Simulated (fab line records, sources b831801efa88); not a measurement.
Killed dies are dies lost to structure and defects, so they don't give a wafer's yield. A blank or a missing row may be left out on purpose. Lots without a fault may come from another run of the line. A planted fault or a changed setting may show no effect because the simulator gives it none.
Chamber matching | flow gf180mcu | GF_V5_ETCH_16 on rie_diel-03: 4 sister chambers
The step etches BARC in N2/H2. 4 wafers are shown with their chamber, then 8 later ones without.

WAFERS WITH THEIR CHAMBER
wafer  | chamber | oes_product_au (a.u.)
L083.6 | 1       | 0.856
L089.2 | 0       | 0.860
L089.6 | 3       | 0.859
L090.2 | 2       | 0.855

WAFERS WITHOUT THEIR CHAMBER
wafer  | oes_product_au (a.u.)
L090.4 | 0.849
L090.5 | 0.859
L093.1 | 0.857
L093.3 | 0.851
L093.4 | 0.860
L097.2 | 0.864
L097.3 | 0.860
L097.4 | 0.859

WHICH CHAMBER EACH WENT THROUGH
wafer  | from the rows above               | in truth
L090.4 | can't be placed: 2 or 1 or 3 or 0 | 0
L090.5 | can't be placed: 3 or 0 or 1 or 2 | 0
L093.1 | can't be placed: 1 or 2 or 3 or 0 | 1
L093.3 | can't be placed: 2 or 1 or 3 or 0 | 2
L093.4 | can't be placed: 0 or 3 or 1 or 2 | 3
L097.2 | can't be placed: 0 or 3 or 1 or 2 | 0
L097.3 | can't be placed: 0 or 3 or 1 or 2 | 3
L097.4 | can't be placed: 3 or 0 or 1 or 2 | 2
Placed correctly: 0 of 8. Can't be placed from these rows: 8 (the true chamber is among the candidates in 8). Placed wrongly: 0.
How it was worked out, from the rows above alone: a wafer's distance from a chamber is the root of the sum, over the readings, of the square of ((its reading less the chamber's mean) divided by the reading's scatter). The wafer belongs to the nearest chamber; if the next one is less than 2 further off, it can't be placed. A chamber's mean is the mean of its shown wafers. The scatter: with one shown wafer a chamber, the root of the mean of the squares of how far each hidden wafer lies from its nearest shown one.
